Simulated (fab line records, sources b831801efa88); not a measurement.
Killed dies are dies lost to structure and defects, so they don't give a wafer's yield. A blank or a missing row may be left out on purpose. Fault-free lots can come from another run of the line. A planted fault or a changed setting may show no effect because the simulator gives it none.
A struck lot beside a sound one | flow sky130 | 38 out of 708 route steps
Sound: these wafers, L526.3, L526.4, L526.5. Wafers struck: L509.3, L509.4, L509.5. The cause comes at the end.
At each step with rows: each side's tool, then ch and its chambers, then its first start. Under that, the readings that differ: sound wafers | struck wafers | difference of the means | sigmas: that difference in standard deviations of wafers without a fault.
alike: a reading whose means differ by less than 2 such deviations, as well as words and numbers matching on both sides. not compared: withheld readings; readings where some wafer has no value; bounds like >300 that might hide an equal value; numbers whose values overlap and for which the record gives no deviation.
The two part at a step that has a row with sigmas, a row that says differs or no value, or rows on one side only. When numbers do not overlap yet have no deviation, they are printed without sigmas and do not part them. Lack of a reading on every wafer of one side parts them only where that side has two or more wafers.

first, 10 steps without rows for these wafers: SKY_RES_PROTECT_DEHYDRATE_00 (time 60 s); SKY_RES_PROTECT_HMDS_01 (prime time 60 s); SKY_RES_PROTECT_COAT_02 (resist thk 1140 nm); SKY_RES_PROTECT_SOFTBAKE_03 (time 60 s); SKY_RES_PROTECT_EXPOSE_04 (exposes mask RPM, target cd 1270 nm); SKY_RES_PROTECT_PEB_05; SKY_RES_PROTECT_DEVELOP_06 (develop time 60 s); SKY_POLY_GATE_IMPLANT_02; SKY_RES_PROTECT_STRIP_07 (strips in O2/N2); SKY_RES_PROTECT_CLEAN_09 (cleans in SC1/SC2, time 150 s).
SKY_POLY_GATE_CVD_03: deposits Si3N4 from DCS/NH3, target thk 75 nm, time 1290 s.
  sound on lpcvd-02 ch 1, day 23 05:38; struck on lpcvd-02 ch 0, day 17 06:46
  reading                                     | sound             | struck            | difference | sigmas
  model.Si3N4_of_POLY_GATE_CVD_03.thk nm (nm) | 76.03 75.16 75.77 | 52.68 53.14 53.02 | -22.71     |
  alike: spike tc upper C, zone power top pct
SKY_POLY_GATE_THK_MEAS_04:
  sound on film metro-01 at day 23 07:01; struck on film metro-03 at day 17 08:08
  reading                   | sound          | struck         | difference | sigmas
  POLY_GATE_CVD_03_THK (nm) | 76.0 75.1 75.8 | 52.7 53.1 53.0 | -22.7      | -30
then, 9 steps without rows for these wafers: SKY_POLY_GATE_DEHYDRATE_05 (time 60 s); SKY_POLY_GATE_HMDS_06 (prime time 60 s); SKY_POLY_GATE_COAT_07 (resist thk 110 nm); SKY_POLY_GATE_COAT_08 (resist thk 450 nm); SKY_POLY_GATE_SOFTBAKE_09 (time 90 s); SKY_POLY_GATE_EXPOSE_10 (exposes mask P1M, target cd 150 nm); SKY_POLY_GATE_PEB_11; SKY_POLY_GATE_DEVELOP_12 (develop time 60 s); SKY_POLY_GATE_ETCH_15 (etches BARC in N2/H2, stops on SiO2, time 118.5 s, target depth 110 nm).
SKY_POLY_GATE_ETCH_16: etches Si3N4 in CH3F/O2, stops on poly-Si, time 147.5 s, target depth 75 nm.
  sound on rie diel-02 ch 2,3, day 24 12:35; struck on rie diel-01 ch 0,1, day 18 14:34
  reading                  | sound             | struck            | difference | sigmas
  oes product au (a.u.)    | 0.639 0.640 0.644 | 0.559 0.566 0.561 | -0.079     | -14
  model.etch.depth nm (nm) | 76.03 75.16 75.77 | 52.68 53.14 53.02 | -22.71     |
  alike: drypump motor current A, throttle valve pct
  not compared: rf hours counter h
then, 13 steps without rows for these wafers: SKY_POLY_GATE_ETCH_17 (etches poly-Si in HBr/Cl2, stops on SiO2, target depth 180 nm, time 70.5 s); SKY_POLY_GATE_STRIP_18 (strips in O2/N2); SKY_POLY_GATE_CLEAN_19 (cleans in SC1/SC2, time 150 s); SKY_POLY_GATE_OXIDATION_20 (stabilise 600 s, purge 300 s, target thk 4 nm); SKY_LDD_N_DEHYDRATE_00 (time 60 s); SKY_LDD_N_HMDS_01 (prime time 60 s); SKY_LDD_N_COAT_02 (resist thk 300 nm); SKY_LDD_N_SOFTBAKE_03 (time 60 s); SKY_LDD_N_EXPOSE_04 (exposes mask NTM, target cd 840 nm); SKY_LDD_N_PEB_05; SKY_LDD_N_DEVELOP_06 (develop time 60 s); SKY_LDD_N_IMPLANT_08; SKY_LDD_N_IMPLANT_09.
-- here the record skips 7 days between the struck wafers' starts before and after, leaving off in module LDD_N and picking up in module LDD_LDN (first step shown: number 303 of the route) --
SKY_LDD_LDN_CLEAN_14: cleans in SC1/SC2, time 150 s.
  sound on wet bench-04 ch 1, day 30 13:43; struck on wet bench-04 ch 0, day 25 03:23
  reading                                     | sound            | struck            | difference | sigmas
  model.Si3N4_of_POLY_GATE_CVD_03.thk nm (nm) | 75.9 75.03 75.63 | 52.54 53.01 52.88 | -22.71     |
SKY_POLY_CUT_ETCH_11: etches Si3N4 in CF4/CH2F2/Ar, stops on poly-Si, time 42.5 s, target depth 60 nm.
  sound on rie diel-01 ch 0,2, day 31 18:03; struck on rie diel-03 ch 1,3, day 26 10:10
  reading                              | sound             | struck            | difference | sigmas
  oes product au (a.u.)                | 0.837 0.832 0.832 | 0.695 0.689 0.701 | -0.139     | -22
  model.POLY_CUT.feature depth nm (nm) | 63.08 61.98 62.76 | 43.4 43.88 43.71  | -18.9      |
  model.etch.depth nm (nm)             | 63.08 61.98 62.76 | 43.4 43.88 43.71  | -18.9      |
  alike: drypump motor current A, mfc ar sccm, throttle valve pct
  not compared: rf hours counter h
-- here the record skips 21 days between the struck wafers' starts before and after, leaving off in module POLY_CUT and picking up in module PAD_OPEN (first step shown: number 708 of the route) --
SKY_PAD_OPEN_PROBE_99:
  sound on prober-01 at day 50 15:16; struck on prober-01 at day 47 08:46
  reading            | sound    | struck   | difference | sigmas
  killed at contacts | 20 18 19 | 30 27 35 | +12        | +2
  alike: killed_at_M0_to_M3, killed_at_M4_up, killed at front end, killed at other, killed dies, killed open, killed short
  not compared: model.etest.cap li to poly.c af um2

== WHERE THEY PART ==
Earliest at SKY_POLY_GATE_THK_MEAS_04; latest, in this record, at SKY_PAD_OPEN_PROBE_99.

WHY: whatever the simulator had introduced
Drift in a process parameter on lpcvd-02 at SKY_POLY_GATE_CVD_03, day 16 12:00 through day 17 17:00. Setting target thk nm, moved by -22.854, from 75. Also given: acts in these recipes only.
